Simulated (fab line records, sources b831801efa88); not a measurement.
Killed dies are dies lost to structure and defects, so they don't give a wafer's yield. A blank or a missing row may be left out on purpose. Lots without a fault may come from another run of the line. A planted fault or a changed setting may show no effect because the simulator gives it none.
fab line records | flow sky130
record lots=6 wafers=18 last_day=49
route steps=708 shown VIA3@588 METAL4@598 CAP2M@603 PAD_OPEN@708
lots that met no fault: from a run of the same line without faults
start_h: hours from the record's first day to the start of the lot's first wafer shown | wait_h: hours since the lot's step before | " the same as in the row above | L1.1+2: a row that stands for several wafers | - no value, or no start given | * or withheld: withheld | < > ~ a bound
route shown NAME@n: a module of which the file shows steps, and the number in the route of the first | usual: mean/standard deviation of fault-free wafers | same: alike in all rows | chamber/n: place in a boat | sites: the reading at each site | _std_site: their standard deviation | _edge_site: outer sites' mean less inner sites' | radius_mm: how far each site lies from the wafer's centre | mask NAME#n: copy n | behind: the tool/chamber that last shaped the wafer | hold: why the lot was held/for how many hours/how that ended | device: the transistor (n, p or np) that didn't switch | end of line: the same wafers' tests at the end of the route | a step without rows: its recipe alone | killed: dies lost to structure and defects at the first sort, not the wafer's yield | map: a wafer's dies, x killed, . not, _ none there
set.NAME: the setting as run; set.NAME@STEP: as run at that earlier step | model.NAME: the simulator's own value behind a step, which no gauge read
lots at some steps of the route; a table a step, a row a wafer
services: from which hour (start_h, from the record's first day; less than 0 if before it) a tool's chamber was out of use, for how many hours, and why
## steps
# step SKY_VIA3_ETCH_15
# recipe target=SiO2 chemistry=C4F8/O2/Ar target_depth_nm=507 stop_on=TiN mask_material=KrF-thick source_w=1500 bias_w=1200 pressure_mtorr=40 c4f8_flow_sccm=withheld O2_flow_sccm=6 Ar_flow_sccm=300 time_s=78
# step SKY_VIA3_STRIP_16
# recipe chemistry=O2/N2 power_w=1400 pressure_mtorr=1500 platen_temp_c=withheld o2_flow_sccm=3000 n2_flow_sccm=300 overash_fraction=0.5
# usual drypump_motor_current_A=5.57/0.24 oes_product_au=0.402/0.0044 strip_time_to_endpoint_s=4.12/0.036
# columns lot.wafer tool chamber start_h wait_h drypump_motor_current_A oes_product_au rf_hours_counter_h strip_time_to_endpoint_s
L984.1 plasma_asher-02 1 952.02 0.0 5.25 0.401 19 4.20
L984.4 " 0 " " 5.76 0.405 - 4.17
L984.6 " 0 " " 5.76 0.402 - 4.19
L992.1 plasma_asher-01 1 1007.69 0.0 5.48 0.399 90 4.13
L992.2 " 0 " " 5.60 0.403 90 4.16
L992.4 " 1 " " 5.46 0.406 - 4.15
L999.1 plasma_asher-02 0 1046.44 0.0 5.77 0.399 29 4.12
L999.2 " 1 " " 5.23 0.401 29 4.12
L999.5 " 1 " " 5.23 0.403 - 4.14
L100.1 plasma_asher-01 0 1052.32 0.0 5.60 0.407 94 4.06
L100.5 " 0 " " 5.61 0.393 - 4.12
L100.6 " 1 " " 5.45 0.402 - 4.06
L101.3 plasma_asher-04 0 1062.40 0.1 5.65 0.407 - 4.16
L101.4 " 1 " " 5.95 0.406 - 4.16
L101.5 " 0 " " 5.67 0.403 - 4.16
L103.1 plasma_asher-02 1 1063.59 0.0 5.23 0.402 30 4.10
L103.3 " 0 " " 5.78 0.401 - 4.08
L103.6 " 0 " " 5.79 0.404 - 4.09
# step SKY_VIA3_STRIP_17
# recipe chemistry=post_etch_residue_remover time_s=1200 temp_c=72.5
# step SKY_VIA3_CLEAN_18
# recipe chemistry=IPA time_s=180 temp_c=25
# step SKY_VIA3_CLEAN_19
# recipe chemistry=O3/DIW dry=n2_spin
# step SKY_VIA3_SPUTTER_20
# recipe material=TiN target_thk_nm=20 chamber_pressure_pa=5 power_w=4000 time_s=80
# step SKY_VIA3_CVD_21
# recipe material=W target_thk_nm=390 time_s=117.31 temp_c=400 pressure_torr=40
# step SKY_VIA3_RS_MEAS_22
# recipe thk_meas_gauge=four-point-probe reads=W_of_VIA3_CVD_21+TiN_of_VIA3_SPUTTER_20
# usual VIA3_W_RS=0.296/0.0038
# columns lot.wafer tool chamber start_h wait_h VIA3_W_RS[ohm/sq]
L984.1 film_metro-03 - 952.79 0.1 0.292
L984.4 " - " " 0.297
L984.6 " - " " 0.295
L992.1 film_metro-04 - 1008.47 0.1 0.301
L992.2 " - " " 0.299
L992.4 " - " " 0.298
L999.1 film_metro-01 - 1047.25 0.1 0.295
L999.2 " - " " 0.301
L999.5 " - " " 0.294
L100.1 film_metro-03 - 1053.10 0.1 0.289
L100.5 " - " " 0.293
L100.6 " - " " 0.293
L101.3 film_metro-03 - 1063.19 0.1 0.297
L101.4 " - " " 0.294
L101.5 " - " " 0.293
L103.1 film_metro-01 - 1064.36 0.1 0.297
L103.3 " - " " 0.302
L103.6 " - " " 0.300
# step SKY_VIA3_THK_MEAS_23
# recipe thk_meas_gauge=xrf reads=W_of_VIA3_CVD_21
# usual VIA3_W_THK=388/5.8
# columns lot.wafer tool chamber start_h wait_h VIA3_W_THK[nm]
L984.1 film_metro-03 - 952.91 0.1 385
L984.4 " - " " 377
L984.6 " - " " 381
L992.1 film_metro-04 - 1008.59 0.1 383
L992.2 " - " " 388
L992.4 " - " " 383
L999.1 film_metro-01 - 1047.37 0.1 390
L999.2 " - " " 381
L999.5 " - " " 392
L100.1 film_metro-03 - 1053.22 0.1 392
L100.5 " - " " 391
L100.6 " - " " 390
L101.3 film_metro-03 - 1063.29 0.1 383
L101.4 " - " " 389
L101.5 " - " " 385
L103.1 film_metro-01 - 1064.48 0.1 387
L103.3 " - " " 383
L103.6 " - " " 384
# step SKY_VIA3_CMP_24
# recipe stop_on=SiO2 t_overpolish_s=20 down_force_psi=3.5 platen_rpm=60 target_thk_nm=0 pad_velocity_m_s=0.94248
# usual motor_current_A=11.3/0.98 overpolish_run_s=20.000/0.0096 slurry_filter_dp_kPa=13.48/0.14 slurry_flow_ml_min=149.9/0.53 time_to_endpoint_s=94/5.1
# same t_overpolish_s=20
# columns lot.wafer tool chamber start_h wait_h motor_current_A overpolish_run_s slurry_filter_dp_kPa slurry_flow_ml_min time_to_endpoint_s
L984.4 cmp-01 1 953.02 0.1 12.8 19.994 13.53 150.5 97
L984.1 " 3 " " 12.3 20.000 13.21 150.1 88
L984.6 " 0 " " 10.8 20.011 13.37 149.9 96
L992.1 cmp-01 0 1008.70 0.1 11.3 20.011 13.90 149.5 90
L992.4 " 1 " " 13.5 20.002 13.38 150.0 97
L992.2 " 2 " " 10.4 19.998 13.32 149.9 95
L999.1 cmp-01 2 1047.53 0.1 10.6 19.990 13.30 149.9 97
L999.2 " 3 " " 12.3 19.983 13.43 150.2 86
L999.5 " 0 " " 11.2 19.997 13.65 149.8 91
L100.1 cmp-01 2 1053.33 0.1 10.4 20.011 13.57 149.6 95
L100.5 " 1 " " 12.4 20.005 13.38 149.5 99
L100.6 " 2 " " 10.5 20.007 13.40 149.4 93
L101.3 cmp-02 1 1063.33 0.0 10.3 20.019 13.60 150.5 93
L101.4 " 0 " " 9.8 19.996 13.37 150.8 94
L101.5 " 2 " " 11.5 20.004 13.40 151.1 96
L103.1 cmp-02 1 1064.54 0.1 10.1 20.010 13.56 150.0 93
L103.3 " 0 " " 9.4 20.007 13.50 149.7 93
L103.6 " 2 " " 11.8 19.986 13.61 150.4 94
# step SKY_METAL4_SPUTTER_00
# recipe material=Ti target_thk_nm=15 power_w=3000 time_s=10 chamber_pressure_pa=0.4
# step SKY_METAL4_SPUTTER_01
# recipe material=TiN target_thk_nm=20 power_w=6500 time_s=16.7 chamber_pressure_pa=0.4
# usual throttle_valve_pct=30.0/1.4
# same time_s=16.7
# columns lot.wafer tool chamber start_h wait_h throttle_valve_pct
L984.1 pvd_sputter-04 - 953.30 0.0 31.5
L984.4 " - " " 30.9
L984.6 " - " " 31.8
L992.1 pvd_sputter-02 - 1008.97 0.0 28.2
L992.2 " - " " 31.0
L992.4 " - " " 30.0
L999.1 pvd_sputter-02 - 1047.75 0.0 29.8
L999.2 " - " " 29.8
L999.5 " - " " 27.9
L100.1 pvd_sputter-02 - 1053.60 0.0 31.3
L100.5 " - " " 29.6
L100.6 " - " " 31.0
L101.3 pvd_sputter-04 - 1063.65 0.0 28.1
L101.4 " - " " 28.4
L101.5 " - " " 27.8
L103.1 pvd_sputter-04 - 1064.87 0.0 28.2
L103.3 " - " " 31.9
L103.6 " - " " 30.9
# step SKY_METAL4_SPUTTER_02
# recipe material=AlCu target_thk_nm=735 power_w=10600 time_s=39.1 chamber_pressure_pa=0.4
# usual throttle_valve_pct=29.9/1.4
# same time_s=39.1
# columns lot.wafer tool chamber start_h wait_h throttle_valve_pct
L984.1 pvd_sputter-04 - 953.33 0.0 31.9
L984.4 " - " " 30.9
L984.6 " - " " 31.8
L992.1 pvd_sputter-02 - 1009.00 0.0 28.1
L992.2 " - " " 31.3
L992.4 " - " " 29.7
L999.1 pvd_sputter-02 - 1047.77 0.0 30.0
L999.2 " - " " 29.7
L999.5 " - " " 28.0
L100.1 pvd_sputter-02 - 1053.62 0.0 30.8
L100.5 " - " " 29.9
L100.6 " - " " 31.2
L101.3 pvd_sputter-04 - 1063.67 0.0 27.8
L101.4 " - " " 28.3
L101.5 " - " " 27.9
L103.1 pvd_sputter-04 - 1064.89 0.0 28.1
L103.3 " - " " 31.8
L103.6 " - " " 30.8
# step SKY_METAL4_SPUTTER_03
# recipe material=Ti target_thk_nm=5 power_w=3000 time_s=3.3 chamber_pressure_pa=0.3888
# usual throttle_valve_pct=30.0/1.4
# same time_s=3.3
# columns lot.wafer tool chamber start_h wait_h throttle_valve_pct
L984.1 pvd_sputter-04 - 953.37 0.0 31.7
L984.4 " - " " 30.8
L984.6 " - " " 31.8
L992.1 pvd_sputter-02 - 1009.04 0.0 28.1
L992.2 " - " " 30.9
L992.4 " - " " 29.8
L999.1 pvd_sputter-02 - 1047.81 0.0 30.0
L999.2 " - " " 29.5
L999.5 " - " " 28.3
L100.1 pvd_sputter-02 - 1053.66 0.0 30.9
L100.5 " - " " 29.5
L100.6 " - " " 30.9
L101.3 pvd_sputter-04 - 1063.71 0.0 27.9
L101.4 " - " " 28.3
L101.5 " - " " 28.0
L103.1 pvd_sputter-04 - 1064.93 0.0 28.1
L103.3 " - " " 31.8
L103.6 " - " " 31.1
# step SKY_METAL4_SPUTTER_04
# recipe material=TiN target_thk_nm=70 power_w=6500 time_s=58.3 chamber_pressure_pa=0.4
# step SKY_CAP2M_CVD_00
# recipe material=SiO2 target_thk_nm=15.5 temp_c=400 time_s=withheld rf_w=450
# step SKY_CAP2M_THK_MEAS_01
# recipe reads=SiO2_of_CAP2M_CVD_00
# usual CAP2M_CVD_00_THK=15.50/0.26
# columns lot.wafer tool chamber start_h wait_h CAP2M_CVD_00_THK[nm]
L984.1 film_metro-02 - 953.46 - 15.34
L984.4 " - " " 15.37
L984.6 " - " " 15.60
L992.1 film_metro-02 - 1009.13 - 15.64
L992.2 " - " " 15.25
L992.4 " - " " 15.99
L999.1 film_metro-02 - 1047.90 - 15.14
L999.2 " - " " 15.19
L999.5 " - " " 15.46
L100.1 film_metro-04 - 1053.75 - 15.48
L100.5 " - " " 15.17
L100.6 " - " " 15.67
L101.3 film_metro-04 - 1063.82 - 15.61
L101.4 " - " " 15.76
L101.5 " - " " 15.63
L103.1 film_metro-01 - 1065.02 - 15.69
L103.3 " - " " 15.38
L103.6 " - " " 15.46
# step SKY_CAP2M_SPUTTER_02
# recipe material=TiN target_thk_nm=200 temp_c=300 power_w=6500 time_s=166.7 chamber_pressure_pa=0.4
# usual throttle_valve_pct=30.5/1.1
# same time_s=166.7
# columns lot.wafer tool chamber start_h wait_h throttle_valve_pct
L984.1 pvd_sputter-01 - 953.52 0.1 29.9
L984.4 " - " " 30.1
L984.6 " - " " 30.4
L992.1 pvd_sputter-01 - 1009.19 0.1 30.4
L992.2 " - " " 31.5
L992.4 " - " " 29.9
L999.1 pvd_sputter-04 - 1047.96 0.1 28.5
L999.2 " - " " 31.9
L999.5 " - " " 30.9
L100.1 pvd_sputter-04 - 1053.81 0.1 28.2
L100.5 " - " " 28.5
L100.6 " - " " 30.7
L101.3 pvd_sputter-03 - 1063.86 0.0 32.2
L101.4 " - " " 30.0
L101.5 " - " " 30.6
L103.1 pvd_sputter-03 - 1065.08 0.1 30.1
L103.3 " - " " 29.3
L103.6 " - " " 30.3
# step SKY_CAP2M_RS_MEAS_03
# recipe thk_meas_gauge=four-point-probe reads=TiN_of_CAP2M_SPUTTER_02
# usual CAP2M_TIN_RS=6.92/0.088
# columns lot.wafer tool chamber start_h wait_h CAP2M_TIN_RS[ohm/sq]
L984.1 film_metro-04 - 953.63 0.1 6.98
L984.4 " - " " 6.91
L984.6 " - " " 6.90
L992.1 film_metro-02 - 1009.30 0.1 6.81
L992.2 " - " " 7.01
L992.4 " - " " 6.78
L999.1 film_metro-01 - 1048.07 0.1 6.91
L999.2 " - " " 6.97
L999.5 " - " " 6.90
L100.1 film_metro-04 - 1053.92 0.1 6.79
L100.5 " - " " 6.79
L100.6 " - " " 6.81
L101.3 film_metro-02 - 1064.01 0.1 6.88
L101.4 " - " " 6.95
L101.5 " - " " 6.94
L103.1 film_metro-02 - 1065.19 0.1 7.04
L103.3 " - " " 6.83
L103.6 " - " " 6.98
# step SKY_CAP2M_THK_MEAS_04
# recipe thk_meas_gauge=xrf reads=TiN_of_CAP2M_SPUTTER_02
# usual CAP2M_TIN_THK=197.0/2.7
# columns lot.wafer tool chamber start_h wait_h CAP2M_TIN_THK[nm]
L984.1 film_metro-04 - 953.75 0.1 195.4
L984.4 " - " " 196.3
L984.6 " - " " 196.2
L992.1 film_metro-02 - 1009.42 0.1 199.6
L992.2 " - " " 193.9
L992.4 " - " " 201.5
L999.1 film_metro-01 - 1048.19 0.1 200.7
L999.2 " - " " 198.9
L999.5 " - " " 201.1
L100.1 film_metro-04 - 1054.04 0.1 199.9
L100.5 " - " " 199.5
L100.6 " - " " 199.6
L101.3 film_metro-02 - 1064.11 0.1 197.7
L101.4 " - " " 195.8
L101.5 " - " " 195.8
L103.1 film_metro-02 - 1065.31 0.1 194.1
L103.3 " - " " 199.5
L103.6 " - " " 195.8
# step SKY_CAP2M_DEHYDRATE_05
# recipe temp_c=200 time_s=60
# step SKY_CAP2M_HMDS_06
# recipe prime_time_s=60 prime_temp_c=120
# step SKY_CAP2M_COAT_07
# recipe resist=NOVOLAK spin_rpm=3000 resist_thk_nm=1140
# step SKY_CAP2M_SOFTBAKE_08
# recipe temp_c=90 time_s=60 resist=NOVOLAK
# step SKY_CAP2M_EXPOSE_09
# recipe mask_id=CAP2M na=0.6 source_shape=conventional sigma_outer=0.6 polarization=unpolarized target_cd_nm=1000 dose_mj=159
# step SKY_CAP2M_PEB_10
# recipe temp_c=withheld time_s=* resist=NOVOLAK
# step SKY_CAP2M_DEVELOP_11
# recipe resist=NOVOLAK developer=TMAH develop_time_s=60 dev_temp_c=23
# step SKY_CAP2M_OVL_MEAS_12
# usual CAP2M_OVL=-1.1/1.3
# columns lot.wafer tool chamber start_h wait_h CAP2M_OVL[nm]
L984.1 overlay-01 - 977.23 0.1 0.0
L984.4 " - " " -0.6
L984.6 " - " " -0.3
L992.1 overlay-02 - 1032.57 0.1 0.2
L992.2 " - " " 2.3
L992.4 " - " " 2.2
L999.1 overlay-01 - 1069.63 0.1 -0.7
L999.2 " - " " -0.3
L999.5 " - " " -1.3
L100.1 overlay-01 - 1075.38 0.1 -1.3
L100.5 " - " " -2.1
L100.6 " - " " -2.7
L101.3 overlay-01 - 1085.12 0.1 -0.1
L101.4 " - " " -0.9
L101.5 " - " " 0.1
L103.1 overlay-02 - 1086.17 0.1 -1.6
L103.3 " - " " -1.1
L103.6 " - " " -0.3
# step SKY_CAP2M_METAL_ETCH_13
# recipe target_depth_nm=220 stop_on=SiO2 chemistry=Cl2/BCl3 target=TiN pressure_mtorr=10 icp_w=900 bias_w=48.5 Cl2_flow_sccm=60 bcl3_flow_sccm=30 time_s=62.9
# step SKY_CAP2M_STRIP_14
# recipe chemistry=O2/N2 power_w=1400 pressure_mtorr=1500 platen_temp_c=withheld o2_flow_sccm=3000 n2_flow_sccm=300 overash_fraction=0.5
# step SKY_CAP2M_STRIP_15
# recipe chemistry=post_etch_residue_remover time_s=1200 temp_c=72.5
# step SKY_CAP2M_CLEAN_16
# recipe chemistry=IPA time_s=180 temp_c=25
# step SKY_CAP2M_CLEAN_17
# recipe chemistry=O3/DIW dry=n2_spin
# step SKY_METAL4_DEHYDRATE_05
# recipe temp_c=200 time_s=60
# step SKY_METAL4_HMDS_06
# recipe prime_time_s=60 prime_temp_c=120.8
# step SKY_METAL4_COAT_07
# recipe resist=BARC temp_c=withheld time_s=withheld spin_rpm=3000 resist_thk_nm=60
# step SKY_METAL4_COAT_08
# recipe resist=KrF-thick spin_rpm=3000 resist_thk_nm=1140
# step SKY_METAL4_SOFTBAKE_09
# recipe temp_c=100 time_s=90 resist=KrF-thick
# step SKY_METAL4_EXPOSE_10
# recipe mask_id=MM4 na=0.68 source_shape=annular sigma_inner=0.4 sigma_outer=0.8 target_cd_nm=300 dose_mj=28
# step SKY_METAL4_PEB_11
# recipe peb_temp_c=withheld peb_time_s=withheld resist=KrF-thick
# step SKY_METAL4_DEVELOP_12
# recipe develop_time_s=60 resist=KrF-thick dev_temp_c=21
# step SKY_METAL4_CD_MEAS_13
# recipe target_cd_nm=300
# usual cd_nm=299.9/1.5
# columns lot.wafer tool chamber start_h wait_h cd_nm
L984.1 cd_sem-01 - 1001.23 - 299.5
L984.4 " - " " 301.0
L984.6 " - " " 300.6
L992.1 cd_sem-01 - 1055.08 - 298.9
L992.2 " - " " 300.0
L992.4 " - " " 298.9
L999.1 cd_sem-02 - 1091.03 - 300.4
L999.2 " - " " 300.2
L999.5 " - " " 299.1
L100.1 cd_sem-01 - 1096.33 - 301.5
L100.5 " - " " 300.7
L100.6 " - " " 302.1
L101.3 cd_sem-02 - 1105.91 - 300.2
L101.4 " - " " 301.1
L101.5 " - " " 300.1
L103.1 cd_sem-01 - 1107.08 - 300.7
L103.3 " - " " 301.0
L103.6 " - " " 298.7
# step SKY_METAL4_METAL_ETCH_18
# recipe target_depth_a=8450 stop_on=SiO2 over_etch_frac=0.3 time_s=183.1 chemistry=Cl2/BCl3 resist_sidewall_deg=88 pressure_mtorr=10 icp_w=900 bias_w=48.5 Cl2_flow_sccm=60 bcl3_flow_sccm=30
# usual drypump_motor_current_A=5.7/0.39 oes_product_au=0.867/0.0081 throttle_valve_pct=22.264/0.0098
# same time_s=183.1
# columns lot.wafer tool chamber start_h wait_h drypump_motor_current_A oes_product_au rf_hours_counter_h throttle_valve_pct
L984.1 rie_metal-04 0 1001.54 0.0 5.8 0.865 9 22.267
L984.4 " 0 " " 5.8 0.867 - 22.267
L984.6 " 1 " " 5.4 0.875 - 22.285
L992.1 rie_metal-01 0 1055.39 0.0 6.3 0.870 18 22.266
L992.2 " 1 " " 5.4 0.863 19 22.255
L992.4 " 0 " " 6.2 0.877 - 22.268
L999.1 rie_metal-01 0 1091.34 0.0 6.2 0.821 20 22.261
L999.2 " 1 " " 5.3 0.832 22 22.252
L999.5 " 0 " " 6.2 0.825 - 22.261
L100.1 rie_metal-04 1 1096.64 0.0 5.4 0.807 21 22.264
L100.5 " 0 " " 5.8 0.835 - 22.275
L100.6 " 1 " " 5.4 0.814 - 22.266
L101.3 rie_metal-01 1 1106.23 0.1 5.4 0.863 - 22.260
L101.4 " 0 " " 6.3 0.873 - 22.272
L101.5 " 1 " " 5.4 0.860 - 22.264
L103.1 rie_metal-04 0 1107.52 0.0 5.8 0.865 16 22.278
L103.3 " 1 " " 5.4 0.879 - 22.257
L103.6 " 0 " " 5.9 0.872 - 22.252
# step SKY_PAD_OPEN_PROBE_99
# usual defect_limited_yield=82.7/1.8 killed_at_M0_to_M3=42/7.5 killed_at_M4_up=3.2/1.7 killed_at_contacts=24/5.1 killed_at_front_end=15/4.1 killed_at_other=0.3/0.58 killed_dies=85/8.9 killed_on_rim=17/3.9 killed_open=46/6.4 killed_short=39/6 sort_bin_3_pad_short=0.9/0.4 sort_bin_5_function=10.1/1.6 sort_bin_6_memory=6.3/1 sort_n_pass=407/9 sort_yield_pct=82.7/1.8
# same gross_dies=492 killed_at_back_side=0 sort_bin_4_leakage[%]=0 sort_bin_8_speed[%]=0
# columns lot.wafer tool chamber start_h wait_h defect_limited_yield[%] killed_at_M0_to_M3 killed_at_M4_up killed_at_contacts killed_at_front_end killed_at_other killed_dies killed_on_rim killed_open killed_short sort_bin_3_pad_short[%] sort_bin_5_function[%] sort_bin_6_memory[%] sort_n_pass sort_yield_pct[%] model.etest.met4.rs_ohm_sq_rim_less_centre
L984.1 prober-01 - 1094.35 0.1 83.7 38 5 22 15 0 80 21 47 33 0.4 11.4 4.5 412 83.7 -0.0008047
L984.4 prober-01 - 1094.50 0.2 81.9 49 1 23 16 0 89 16 45 43 1.8 10.4 5.9 403 81.9 0.0006733
L984.6 prober-01 - 1094.60 0.2 80.7 56 4 19 16 0 95 20 58 37 0.8 12.2 6.3 397 80.7 0.0006291
L992.1 prober-02 - 1142.44 0.1 82.1 38 3 23 24 0 88 18 52 36 1.0 10.2 6.7 404 82.1 -0.0001471
L992.2 prober-02 - 1142.49 0.1 80.7 46 8 25 16 0 95 17 52 43 0.8 12.2 6.3 397 80.7 -0.0001343
L992.4 prober-02 - 1142.59 0.2 82.5 43 4 19 20 0 86 16 53 33 1.6 10.6 5.3 406 82.5 -0.0003062
L999.1 prober-01 - 1173.76 0.1 86.2 34 5 17 12 0 68 17 33 35 0 8.5 5.3 424 86.2 0.01424
L999.2 prober-01 - 1173.81 0.1 83.1 44 3 21 15 0 83 17 50 33 0.6 8.9 7.3 409 83.1 0.01432
L999.5 prober-01 - 1173.96 0.2 86.4 29 4 22 12 0 67 13 34 33 1.2 8.3 4.1 425 86.4 0.01342
L100.1 prober-01 - 1177.35 0.1 81.7 47 4 26 13 0 90 20 53 37 0.4 10.2 7.7 402 81.7 0.01447
L100.5 prober-01 - 1177.55 0.2 85.0 38 4 16 16 0 74 15 38 36 1.2 9.3 4.5 418 85.0 0.01312
L100.6 prober-01 - 1177.60 0.2 83.1 39 6 16 22 0 83 15 45 38 1.4 10.8 4.7 409 83.1 0.01432
L101.3 prober-02 - 1183.63 0.2 85.6 39 4 20 8 0 71 17 41 30 0 7.9 6.5 421 85.6 0.0005061
L101.4 prober-02 - 1183.68 0.2 82.7 48 4 27 6 0 85 17 43 42 2.0 9.8 5.5 407 82.7 -0.0008038
L101.5 prober-02 - 1183.73 0.2 82.5 44 3 26 13 0 86 15 42 44 1.0 9.3 7.1 406 82.5 0.0005661
L103.1 prober-01 - 1184.65 0.1 84.1 31 4 24 18 1 78 16 35 43 0.6 10.4 4.9 414 84.1 4.255e-05
L103.3 prober-01 - 1184.75 0.2 84.6 35 2 25 14 0 76 20 50 26 1.4 8.5 5.5 416 84.6 0.0006916
L103.6 prober-01 - 1184.90 0.2 83.5 32 1 28 20 0 81 20 48 33 1.0 8.7 6.7 411 83.5 -0.0003441
# killed by level:class
L984.1 CONTACT:geometric_particle:open=12 METAL1:geometric_particle:short=8 VIA1:geometric_particle:open=7 FIELD_ISO:geometric_particle:open=6 VIA1:geometric_particle:short=5 VIA3:geometric_particle:open=5 LI_CONTACT:geometric_particle:open=4 POLY_GATE:geometric_particle:short=3
L984.4 VIA1:geometric_particle:open=15 VIA1:geometric_particle:short=10 METAL1:geometric_particle:short=8 CONTACT:geometric_particle:open=7 LI_CONTACT:geometric_particle:open=7 VIA2:geometric_particle:open=5 FIELD_ISO:geometric_particle:short=4 POLY_GATE:geometric_particle:short=4
L984.6 VIA1:geometric_particle:open=18 VIA3:geometric_particle:open=8 CONTACT:geometric_particle:open=7 VIA2:geometric_particle:open=7 METAL2:geometric_particle:short=6 CONTACT:geometric_particle:short=5 METAL1:geometric_particle:short=5 FIELD_ISO:geometric_particle:short=4
L992.1 VIA2:geometric_particle:open=11 CONTACT:geometric_particle:open=9 VIA1:geometric_particle:open=7 LI_CONTACT:geometric_particle:open=6 POLY_GATE:geometric_particle:short=5 FIELD_ISO:geometric_particle:open=4 POLY_GATE:geometric_particle:open=4 VIA2:geometric_particle:short=4
L992.2 VIA1:geometric_particle:open=18 CONTACT:geometric_particle:open=12 VIA2:geometric_particle:open=6 METAL4:geometric_particle:short=6 METAL2:geometric_particle:short=6 LI_CONTACT:geometric_particle:open=5 CONTACT:geometric_particle:short=5 POLY_GATE:geometric_particle:short=4
L992.4 VIA1:geometric_particle:open=12 CONTACT:geometric_particle:open=8 VIA2:geometric_particle:open=8 FIELD_ISO:geometric_particle:open=6 LI_CONTACT:geometric_particle:open=5 METAL3:geometric_particle:short=5 FIELD_ISO:geometric_particle:short=4 POLY_GATE:geometric_particle:open=4
L999.1 VIA1:geometric_particle:open=12 CONTACT:geometric_particle:open=7 LOCAL_INTERCONNECT:geometric_particle:short=5 METAL1:geometric_particle:short=4 VIA1:geometric_particle:short=4 METAL4:geometric_particle:short=4 FIELD_ISO:geometric_particle:short=3 POLY_GATE:geometric_particle:open=3
L999.2 VIA1:geometric_particle:open=13 LI_CONTACT:geometric_particle:open=10 CONTACT:geometric_particle:open=7 VIA1:geometric_particle:short=7 METAL2:geometric_particle:short=6 VIA2:geometric_particle:open=6 POLY_GATE:geometric_particle:open=5 POLY_GATE:geometric_particle:short=4
L999.5 VIA1:geometric_particle:open=9 LI_CONTACT:geometric_particle:open=8 LOCAL_INTERCONNECT:geometric_particle:short=6 VIA2:geometric_particle:short=5 VIA3:geometric_particle:open=4 FIELD_ISO:geometric_particle:open=3 POLY_GATE:geometric_particle:short=3 LI_CONTACT:geometric_particle:short=3
L100.1 VIA1:geometric_particle:open=13 LI_CONTACT:geometric_particle:open=7 METAL1:geometric_particle:short=7 VIA3:geometric_particle:open=7 CONTACT:geometric_particle:open=6 CONTACT:geometric_particle:short=6 FIELD_ISO:geometric_particle:open=4 VIA1:geometric_particle:short=4
L100.5 METAL2:geometric_particle:short=8 VIA3:geometric_particle:open=7 LI_CONTACT:geometric_particle:open=7 METAL1:geometric_particle:short=6 VIA1:geometric_particle:open=5 VIA2:geometric_particle:open=5 POLY_GATE:geometric_particle:short=5 FIELD_ISO:geometric_particle:open=4
L100.6 VIA1:geometric_particle:open=10 METAL1:geometric_particle:short=7 VIA3:geometric_particle:open=7 FIELD_ISO:geometric_particle:short=6 POLY_GATE:geometric_particle:open=6 POLY_GATE:geometric_particle:short=6 CONTACT:geometric_particle:open=5 LI_CONTACT:geometric_particle:open=4
L101.3 CONTACT:geometric_particle:open=7 VIA1:geometric_particle:open=6 VIA2:geometric_particle:open=6 VIA3:geometric_particle:open=6 LI_CONTACT:geometric_particle:open=5 METAL2:geometric_particle:open=5 VIA1:geometric_particle:short=5 METAL2:geometric_particle:short=5
L101.4 VIA3:geometric_particle:open=12 CONTACT:geometric_particle:open=8 VIA1:geometric_particle:open=7 LI_CONTACT:geometric_particle:open=6 VIA1:geometric_particle:short=6 METAL1:geometric_particle:short=6 CONTACT:geometric_particle:short=5 METAL2:geometric_particle:short=5
L101.5 VIA1:geometric_particle:open=14 METAL2:geometric_particle:short=8 CONTACT:geometric_particle:short=7 CONTACT:geometric_particle:open=7 LI_CONTACT:geometric_particle:open=6 VIA1:geometric_particle:short=5 VIA2:geometric_particle:open=5 FIELD_ISO:geometric_particle:short=4
L103.1 CONTACT:geometric_particle:open=10 METAL2:geometric_particle:short=8 LI_CONTACT:geometric_particle:open=7 FIELD_ISO:geometric_particle:short=6 FIELD_ISO:geometric_particle:open=4 VIA1:geometric_particle:open=4 LOCAL_INTERCONNECT:geometric_particle:short=4 VIA2:geometric_particle:short=4
L103.3 CONTACT:geometric_particle:open=10 VIA1:geometric_particle:open=10 LI_CONTACT:geometric_particle:open=8 VIA3:geometric_particle:open=5 FIELD_ISO:geometric_particle:short=5 METAL2:geometric_particle:short=5 VIA2:geometric_particle:open=5 FIELD_ISO:geometric_particle:open=4
L103.6 CONTACT:geometric_particle:open=17 VIA1:geometric_particle:open=9 FIELD_ISO:geometric_particle:open=7 FIELD_ISO:geometric_particle:short=6 LI_CONTACT:geometric_particle:open=5 METAL2:geometric_particle:short=5 VIA3:geometric_particle:open=4 POLY_GATE:geometric_particle:open=3
## services
# columns tool chamber start_h hours kind
pvd_sputter-03 - 949.14 14.9 repair
plasma_asher-01 - 983.72 1.2 repair
pvd_sputter-01 - 984.22 1.3 repair
cmp-02 - 992.13 5.5 pm
cmp-01 - 997.82 5.7 pm
pvd_sputter-04 3 1004.80 - consumable_replace:kit
pvd_sputter-04 3 1004.80 18.0 scheduled_down
pvd_sputter-04 3 1004.80 18.0 vent_cycle
cmp-01 - 1004.98 3.1 repair
cmp-02 - 1008.91 5.3 repair
plasma_asher-04 - 1016.21 2.8 pm
plasma_asher-04 - 1035.81 0.7 repair
pvd_sputter-02 - 1057.94 1.1 repair
pvd_sputter-04 - 1058.18 0.7 repair
pvd_sputter-01 - 1061.32 7.6 repair
pvd_sputter-04 - 1066.90 1.3 repair
cmp-02 - 1081.60 6.3 repair
rie_metal-04 - 1083.70 0.2 repair
cmp-02 - 1087.86 4.0 pm
cmp-02 - 1092.94 16.6 pm
pvd_sputter-01 - 1104.92 3.8 repair
pvd_sputter-04 2 1105.40 - consumable_replace:kit
pvd_sputter-04 2 1105.40 18.0 scheduled_down
pvd_sputter-04 2 1105.40 18.0 vent_cycle
## key
first_sign step=SKY_METAL4_METAL_ETCH_18 reading=oes_product_au direction=down sigmas=5.4 usual=0.867 struck=0.822
effect none on later readings
model_effect step=SKY_PAD_OPEN_PROBE_99 value=etest.met4.rs_ohm_sq_rim_less_centre without=-9.365e-05 struck=0.01398
met_at SKY_METAL4_SPUTTER_02
struck_wafers L999.1,L999.2,L999.5,L100.1,L100.5,L100.6
onset_between 1009.00 1047.77
also_fits SKY_VIA3_CMP_24:cmp-01,SKY_METAL4_SPUTTER_01:pvd_sputter-02,SKY_METAL4_SPUTTER_03:pvd_sputter-02,SKY_CAP2M_SPUTTER_02:pvd_sputter-04
fault kind=site_profile_drift tool=pvd_sputter-02 chamber=- onset_h=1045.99 steps=SKY_METAL4_SPUTTER_02 basis=fraction max_abs_drift=0.24803 slope_share_per_hr=55.117 site_pattern=0,0,0,0,0,-1,-1,-1,-1
